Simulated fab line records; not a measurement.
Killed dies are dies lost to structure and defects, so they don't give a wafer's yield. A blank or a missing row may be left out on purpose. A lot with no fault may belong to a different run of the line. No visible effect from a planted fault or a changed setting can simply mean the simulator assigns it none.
fab line records -- flow gf180mcu
record: lots: 13, wafers: 39, lastDay: 34
route steps=602 shown MVPSD@87 HV_LDD@187 SALICIDE@281 M1@330
lots untouched by any fault: they come from a run of this same line in which no faults occurred
startH: the number of hours between the record's first day and the start of the first shown wafer of the lot -- waitH: hours elapsed since this lot's preceding step -- " unchanged from the row above -- L1.1+2: one row covering several wafers at once -- - no value, or no start was given -- * or withheld: withheld -- < > ~ a bound
route shown NAME@n: a module of which the file shows steps, and the number in the route of the first -- usual: mean and standard deviation over wafers with no fault -- same: alike in all rows -- chamber/n: place in a boat -- sites: the reading at each site -- _std_site: their standard deviation -- _edge_site: the outer-site mean with the inner-site mean subtracted -- radiusMm: how far each site lies from the wafer's centre -- mask NAME#n: copy n -- behind: the tool/chamber that last shaped the wafer -- hold: what put the lot on hold/how long, in hours/how the hold closed -- device: names the non-switching transistor (n, p or np) -- end of line: the same wafers' tests at the end of the route -- for a step that has no rows: nothing shown but its recipe -- killed: dies lost to structure and defects at the first sort, not the wafer's yield -- map: a wafer's dies, x killed, . not, _ none there
set.NAME: setting as actually run; set.NAME@STEP: the setting as run at that earlier step -- model.NAME: the simulator's own value behind a step, which no gauge read
one table for each step of the route and one row for each wafer, over a sample of lots
services: a tool's chamber out of use, with start hour (startH, from the record's first day; less than 0 if before it), hours out, and reason
== steps ==
step: GF_MVPSD_IMPLANT_09
recipe: species: B, energyKev: 39.63, doseCm2: 5e+12, tiltDeg: 0
usual: doseIonsCm2: 5e+12/5.1e+09, faradayCurrentUA: 28.1/0.6
lot.wafer,tool,chamber,startH,waitH,doseIonsCm2,faradayCurrentUA
L325.1,implanter-01,0,97.74,0.1,5.005e+12,27.9
L325.4,implanter-01,0,97.74,0.1,5e+12,27.9
L325.6,implanter-01,0,97.74,0.1,4.994e+12,28.7
L327.2,implanter-04,0,114.44,0.1,5.005e+12,28.5
L327.3,implanter-04,0,114.44,0.1,5.007e+12,27.7
L327.5,implanter-04,0,114.44,0.1,4.999e+12,29.0
L329.1,implanter-01,0,130.69,0.1,5.002e+12,28.2
L329.2,implanter-01,0,130.69,0.1,4.996e+12,28.1
L329.3,implanter-01,0,130.69,0.1,4.996e+12,28.1
L330.2,implanter-01,0,139.53,0.1,5.004e+12,27.9
L330.3,implanter-01,0,139.53,0.1,4.996e+12,28.7
L330.4,implanter-01,0,139.53,0.1,5.012e+12,27.0
L331.1,implanter-04,0,144.01,0.1,4.992e+12,28.8
L331.4,implanter-04,0,144.01,0.1,4.996e+12,27.7
L331.5,implanter-04,0,144.01,0.1,5.001e+12,27.5
L334.1,implanter-04,0,161.11,0.1,5e+12,27.4
L334.2,implanter-04,0,161.11,0.1,4.998e+12,28.0
L334.4,implanter-04,0,161.11,0.1,5.005e+12,27.7
L337.2,implanter-04,0,171.93,0.1,5e+12,28.3
L337.3,implanter-04,0,171.93,0.1,5.001e+12,27.7
L337.6,implanter-04,0,171.93,0.1,5.004e+12,27.6
L339.1,implanter-04,0,184.44,0.1,3.5137e+13,197.2
L339.2,implanter-04,0,184.44,0.1,3.5143e+13,192.1
L339.3,implanter-04,0,184.44,0.1,3.5138e+13,201.6
L340.1,implanter-02,0,191.74,0.1,4.996e+12,27.6
L340.3,implanter-02,0,191.74,0.1,5.008e+12,28.0
L340.4,implanter-02,0,191.74,0.1,4.999e+12,28.6
L342.1,implanter-02,0,201.55,0.1,5.002e+12,28.8
L342.2,implanter-02,0,201.55,0.1,4.996e+12,28.0
L342.3,implanter-02,0,201.55,0.1,4.998e+12,29.3
L344.3,implanter-04,0,212.91,0.1,3.5131e+13,199.0
L344.5,implanter-04,0,212.91,0.1,3.5143e+13,199.9
L344.6,implanter-04,0,212.91,0.1,3.5138e+13,199.8
L345.2,implanter-02,0,217.51,0.1,4.991e+12,27.8
L345.4,implanter-02,0,217.51,0.1,4.995e+12,29.0
L345.5,implanter-02,0,217.51,0.1,5.001e+12,27.1
L347.1,implanter-01,0,232.99,0.1,5.003e+12,28.3
L347.2,implanter-01,0,232.99,0.1,5e+12,28.6
L347.5,implanter-01,0,232.99,0.1,4.997e+12,28.8
step: GF_MVPSD_TW_MEAS_11
usual: MVPSD_TW: 552.0/2.5
lot.wafer,tool,chamber,startH,waitH,MVPSD_TW
L325.1,filmMetro-01,-,97.99,0.1,554.0
L325.4,filmMetro-01,-,97.99,0.1,554.5
L325.6,filmMetro-01,-,97.99,0.1,551.3
L327.2,filmMetro-04,-,114.70,0.1,550.0
L327.3,filmMetro-04,-,114.70,0.1,551.5
L327.5,filmMetro-04,-,114.70,0.1,552.7
L329.1,filmMetro-01,-,130.94,0.1,556.3
L329.2,filmMetro-01,-,130.94,0.1,557.0
L329.3,filmMetro-01,-,130.94,0.1,553.2
L330.2,filmMetro-02,-,139.76,0.1,553.5
L330.3,filmMetro-02,-,139.76,0.1,555.1
L330.4,filmMetro-02,-,139.76,0.1,554.9
L331.1,filmMetro-04,-,144.26,0.1,553.1
L331.4,filmMetro-04,-,144.26,0.1,552.5
L331.5,filmMetro-04,-,144.26,0.1,549.3
L334.1,filmMetro-04,-,161.36,0.1,550.1
L334.2,filmMetro-04,-,161.36,0.1,551.8
L334.4,filmMetro-04,-,161.36,0.1,547.3
L337.2,filmMetro-02,-,172.16,0.1,554.1
L337.3,filmMetro-02,-,172.16,0.1,554.2
L337.6,filmMetro-02,-,172.16,0.1,557.8
L339.1,filmMetro-04,-,184.69,0.1,686.7
L339.2,filmMetro-04,-,184.69,0.1,686.7
L339.3,filmMetro-04,-,184.69,0.1,689.6
L340.1,filmMetro-04,-,191.99,0.1,553.4
L340.3,filmMetro-04,-,191.99,0.1,551.9
L340.4,filmMetro-04,-,191.99,0.1,552.2
L342.1,filmMetro-04,-,201.80,0.1,547.1
L342.2,filmMetro-04,-,201.80,0.1,548.3
L342.3,filmMetro-04,-,201.80,0.1,548.2
L344.3,filmMetro-02,-,213.13,0.1,687.2
L344.5,filmMetro-02,-,213.13,0.1,687.9
L344.6,filmMetro-02,-,213.13,0.1,685.9
L345.2,filmMetro-04,-,217.75,0.1,549.6
L345.4,filmMetro-04,-,217.75,0.1,547.7
L345.5,filmMetro-04,-,217.75,0.1,550.3
L347.1,filmMetro-04,-,233.24,0.1,551.3
L347.2,filmMetro-04,-,233.24,0.1,550.9
L347.5,filmMetro-04,-,233.24,0.1,548.6
step: GF_VT_IMPLANT_RS_MEAS_49
recipe: thkMeasGauge: four-point-probe
usual: MVPSD_RS: 1168/3.1
lot.wafer,tool,chamber,startH,waitH,MVPSD_RS[ohm/sq]
L325.1,filmMetro-04,-,159.69,0.1,1169
L325.4,filmMetro-04,-,159.69,0.1,1169
L325.6,filmMetro-04,-,159.69,0.1,1173
L327.2,filmMetro-01,-,178.63,0.1,1169
L327.3,filmMetro-01,-,178.63,0.1,1165
L327.5,filmMetro-01,-,178.63,0.1,1164
L329.1,filmMetro-01,-,197.17,0.1,1170
L329.2,filmMetro-01,-,197.17,0.1,1169
L329.3,filmMetro-01,-,197.17,0.1,1166
L330.2,filmMetro-04,-,208.40,0.1,1171
L330.3,filmMetro-04,-,208.40,0.1,1165
L330.4,filmMetro-04,-,208.40,0.1,1167
L331.1,filmMetro-04,-,212.07,0.1,1171
L331.4,filmMetro-04,-,212.07,0.1,1169
L331.5,filmMetro-04,-,212.07,0.1,1174
L334.1,filmMetro-01,-,232.61,0.1,1170
L334.2,filmMetro-01,-,232.61,0.1,1169
L334.4,filmMetro-01,-,232.61,0.1,1170
L337.2,filmMetro-02,-,242.35,0.1,1165
L337.3,filmMetro-02,-,242.35,0.1,1167
L337.6,filmMetro-02,-,242.35,0.1,1164
L339.1,filmMetro-02,-,257.62,0.1,696
L339.2,filmMetro-02,-,257.62,0.1,696
L339.3,filmMetro-02,-,257.62,0.1,696
L340.1,filmMetro-04,-,265.53,0.1,1165
L340.3,filmMetro-04,-,265.53,0.1,1167
L340.4,filmMetro-04,-,265.53,0.1,1160
L342.1,filmMetro-02,-,276.52,0.1,1175
L342.2,filmMetro-02,-,276.52,0.1,1173
L342.3,filmMetro-02,-,276.52,0.1,1172
L344.3,filmMetro-01,-,291.28,0.1,697
L344.5,filmMetro-01,-,291.28,0.1,695
L344.6,filmMetro-01,-,291.28,0.1,695
L345.2,filmMetro-01,-,294.20,0.1,1170
L345.4,filmMetro-01,-,294.20,0.1,1167
L345.5,filmMetro-01,-,294.20,0.1,1170
L347.1,filmMetro-01,-,312.27,0.1,1165
L347.2,filmMetro-01,-,312.27,0.1,1165
L347.5,filmMetro-01,-,312.27,0.1,1165
step: GF_HV_LDD_TW_MEAS_11
usual: HV_LDD_TW: 2401/12
lot.wafer,tool,chamber,startH,waitH,HV_LDD_TW
L325.1,filmMetro-02,-,220.58,0.1,2407
L325.4,filmMetro-02,-,220.58,0.1,2421
L325.6,filmMetro-02,-,220.58,0.1,2410
L327.2,filmMetro-02,-,238.09,0.1,2413
L327.3,filmMetro-02,-,238.09,0.1,2407
L327.5,filmMetro-02,-,238.09,0.1,2405
L329.1,filmMetro-02,-,258.51,0.1,2408
L329.2,filmMetro-02,-,258.51,0.1,2413
L329.3,filmMetro-02,-,258.51,0.1,2413
L330.2,filmMetro-04,-,270.92,0.1,2395
L330.3,filmMetro-04,-,270.92,0.1,2402
L330.4,filmMetro-04,-,270.92,0.1,2397
L331.1,filmMetro-02,-,277.78,0.1,2411
L331.4,filmMetro-02,-,277.78,0.1,2413
L331.5,filmMetro-02,-,277.78,0.1,2422
L334.1,filmMetro-01,-,298.18,0.1,2393
L334.2,filmMetro-01,-,298.18,0.1,2400
L334.4,filmMetro-01,-,298.18,0.1,2402
L337.2,filmMetro-02,-,311.19,0.1,2391
L337.3,filmMetro-02,-,311.19,0.1,2411
L337.6,filmMetro-02,-,311.19,0.1,2409
L339.1,filmMetro-01,-,325.98,0.1,2383
L339.2,filmMetro-01,-,325.98,0.1,2393
L339.3,filmMetro-01,-,325.98,0.1,2384
L340.1,filmMetro-02,-,342.23,0.1,2406
L340.3,filmMetro-02,-,342.23,0.1,2412
L340.4,filmMetro-02,-,342.23,0.1,2409
L342.1,filmMetro-01,-,346.57,0.1,2406
L342.2,filmMetro-01,-,346.57,0.1,2393
L342.3,filmMetro-01,-,346.57,0.1,2404
L344.3,filmMetro-02,-,368.00,0.1,2406
L344.5,filmMetro-02,-,368.00,0.1,2400
L344.6,filmMetro-02,-,368.00,0.1,2387
L345.2,filmMetro-01,-,370.62,0.1,2374
L345.4,filmMetro-01,-,370.62,0.1,2376
L345.5,filmMetro-01,-,370.62,0.1,2378
L347.1,filmMetro-02,-,394.43,0.1,2413
L347.2,filmMetro-02,-,394.43,0.1,2400
L347.5,filmMetro-02,-,394.43,0.1,2417
step: GF_SALICIDE_SPUTTER_03
recipe: material: TiN, targetThkNm: 20, powerW: 6500, timeS: 16.7, chamberPressurePa: 0.4
usual: chamberPressurePa: 0.4000/0.00089, throttleValvePct: 30.1/0.93
lot.wafer,tool,chamber,startH,waitH,chamberPressurePa,throttleValvePct
L325.1,pvdSputter-04,-,345.90,0.0,0.4006,30.1
L325.4,pvdSputter-04,-,345.90,0.0,0.4004,29.8
L325.6,pvdSputter-04,-,345.90,0.0,0.4025,29.3
L327.2,pvdSputter-04,-,365.97,0.0,0.4000,30.3
L327.3,pvdSputter-04,-,365.97,0.0,0.3991,29.2
L327.5,pvdSputter-04,-,365.97,0.0,0.4001,29.6
L329.1,pvdSputter-03,-,391.55,0.0,0.4008,31.9
L329.2,pvdSputter-03,-,391.55,0.0,0.3989,29.3
L329.3,pvdSputter-03,-,391.55,0.0,0.4004,29.8
L330.2,pvdSputter-01,-,406.23,0.0,0.4002,29.1
L330.3,pvdSputter-01,-,406.23,0.0,0.4003,31.3
L330.4,pvdSputter-01,-,406.23,0.0,0.3987,31.4
L331.1,pvdSputter-01,-,414.65,0.0,0.3981,29.2
L331.4,pvdSputter-01,-,414.65,0.0,0.3995,29.3
L331.5,pvdSputter-01,-,414.65,0.0,0.3994,29.5
L334.1,pvdSputter-04,-,439.15,0.0,0.3993,29.4
L334.2,pvdSputter-04,-,439.15,0.0,0.3997,29.7
L334.4,pvdSputter-04,-,439.15,0.0,0.3983,30.2
L337.2,pvdSputter-01,-,451.95,0.0,0.3995,31.6
L337.3,pvdSputter-01,-,451.95,0.0,0.4005,31.2
L337.6,pvdSputter-01,-,451.95,0.0,0.3997,29.2
L339.1,pvdSputter-01,-,472.17,0.0,0.3995,31.1
L339.2,pvdSputter-01,-,472.17,0.0,0.4001,31.1
L339.3,pvdSputter-01,-,472.17,0.0,0.4010,29.2
L340.1,pvdSputter-01,-,492.27,0.0,0.4000,31.3
L340.3,pvdSputter-01,-,492.27,0.0,0.4006,29.5
L340.4,pvdSputter-01,-,492.27,0.0,0.3997,29.4
L342.1,pvdSputter-04,-,496.77,0.0,0.4001,29.5
L342.2,pvdSputter-04,-,496.77,0.0,0.4000,30.2
L342.3,pvdSputter-04,-,496.77,0.0,0.3995,31.1
L344.3,pvdSputter-01,-,519.80,0.0,0.3989,31.1
L344.5,pvdSputter-01,-,519.80,0.0,0.4012,29.0
L344.6,pvdSputter-01,-,519.80,0.0,0.3988,31.7
L345.2,pvdSputter-04,-,521.06,0.0,0.4016,31.1
L345.4,pvdSputter-04,-,521.06,0.0,0.3992,29.5
L345.5,pvdSputter-04,-,521.06,0.0,0.4003,29.2
L347.1,pvdSputter-01,-,545.67,0.0,0.4006,31.5
L347.2,pvdSputter-01,-,545.67,0.0,0.4007,29.4
L347.5,pvdSputter-01,-,545.67,0.0,0.3999,29.2
step: GF_M1_OVL_MEAS_15
usual: M1_OVL: -1/5.3
lot.wafer,tool,chamber,startH,waitH,M1_OVL[nm]
L325.1,overlay-02,-,394.23,0.1,-6
L325.4,overlay-02,-,394.23,0.1,-4
L325.6,overlay-02,-,394.23,0.1,0
L327.2,overlay-01,-,415.49,0.1,-2
L327.3,overlay-01,-,415.49,0.1,-1
L327.5,overlay-01,-,415.49,0.1,-9
L329.1,overlay-01,-,442.33,0.1,5
L329.2,overlay-01,-,442.33,0.1,0
L329.3,overlay-01,-,442.33,0.1,3
L330.2,overlay-02,-,457.44,0.1,-5
L330.3,overlay-02,-,457.44,0.1,-9
L330.4,overlay-02,-,457.44,0.1,4
L331.1,overlay-02,-,466.84,0.1,2
L331.4,overlay-02,-,466.84,0.1,-10
L331.5,overlay-02,-,466.84,0.1,-5
L334.1,overlay-02,-,491.57,0.1,2
L334.2,overlay-02,-,491.57,0.1,0
L334.4,overlay-02,-,491.57,0.1,2
L337.2,overlay-02,-,503.27,0.1,1
L337.3,overlay-02,-,503.27,0.1,-4
L337.6,overlay-02,-,503.27,0.1,-8
L339.1,overlay-02,-,523.14,0.1,2
L339.2,overlay-02,-,523.14,0.1,0
L339.3,overlay-02,-,523.14,0.1,4
L340.1,overlay-01,-,542.27,0.1,-3
L340.3,overlay-01,-,542.27,0.1,-7
L340.4,overlay-01,-,542.27,0.1,1
L342.1,overlay-01,-,546.98,0.1,-10
L342.2,overlay-01,-,546.98,0.1,-4
L342.3,overlay-01,-,546.98,0.1,-15
L344.3,overlay-01,-,568.13,0.1,3
L344.5,overlay-01,-,568.13,0.1,0
L344.6,overlay-01,-,568.13,0.1,-6
L345.2,overlay-02,-,570.28,0.1,0
L345.4,overlay-02,-,570.28,0.1,12
L345.5,overlay-02,-,570.28,0.1,-6
L347.1,overlay-02,-,592.63,0.1,-2
L347.2,overlay-02,-,592.63,0.1,1
L347.5,overlay-02,-,592.63,0.1,-3
== services ==
tool,chamber,startH,hours,kind
pvdSputter-04,-,83.11,4.3,repair
implanter-02,-,94.75,74.8,pm
pvdSputter-01,-,156.32,3.7,repair
implanter-02,-,169.60,4.4,pm
implanter-04,-,185.46,5.5,repair
pvdSputter-01,-,209.81,4.7,repair
pvdSputter-01,-,224.47,5.8,repair
implanter-02,-,226.77,2.4,repair
implanter-01,-,271.04,3.1,repair
implanter-02,-,281.23,8.2,pm
implanter-01,-,320.04,2.7,pm
implanter-04,-,330.83,6.8,pm
implanter-01,-,352.70,5.8,repair
implanter-01,-,377.83,1.6,repair
pvdSputter-01,-,403.02,2.1,repair
pvdSputter-01,-,415.08,2.8,repair
implanter-02,-,419.92,8.4,repair
pvdSputter-04,-,426.53,5.5,repair
implanter-01,-,426.88,2.6,repair
implanter-04,-,447.09,1.3,repair
implanter-01,-,478.42,4.1,repair
pvdSputter-04,-,491.04,2.2,repair
pvdSputter-01,-,495.94,5.4,repair
implanter-04,-,503.92,5.2,repair
== key ==
firstSign: step: GF_MVPSD_IMPLANT_09, reading: doseIonsCm2, direction: up, sigmas: 99+, usual: 5e+12, struck: 3.5138e+13
effect: step: GF_MVPSD_IMPLANT_09, reading: faradayCurrentUA, direction: up, sigmas: 99+, usual: 28.1, struck: 198.3
effect: step: GF_MVPSD_TW_MEAS_11, reading: MVPSD_TW, direction: up, sigmas: 55, usual: 552.0, struck: 687.3
effect: step: GF_VT_IMPLANT_RS_MEAS_49, reading: MVPSD_RS, direction: down, sigmas: 99+, usual: 1168, struck: 696
metAt GF_MVPSD_IMPLANT_09
struckLots L339,L344
testerLeftOut L339,L344
notActingAt GF_HV_LDD_TW_MEAS_11,GF_SALICIDE_SPUTTER_03,GF_M1_OVL_MEAS_15
onsetBetween 171.93 184.44
fault: kind: processParameterDrift, tool: implanter-04, chamber: -, onsetH: 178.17, steps: GF_MVPSD_IMPLANT_09, channel: doseCm2, offset: 3.0142e+13, shape: step, endH: 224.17, actsIn: theseRecipesOnly, stated: 5e+12
testerLeftOut: of these lots the tester's yield and bins aren't shown, on N5 and GAA mostly nor the transistor test; their killed dies are dies lost to structure and defects alone, not to doping, threshold or leakage, so they don't give the yield
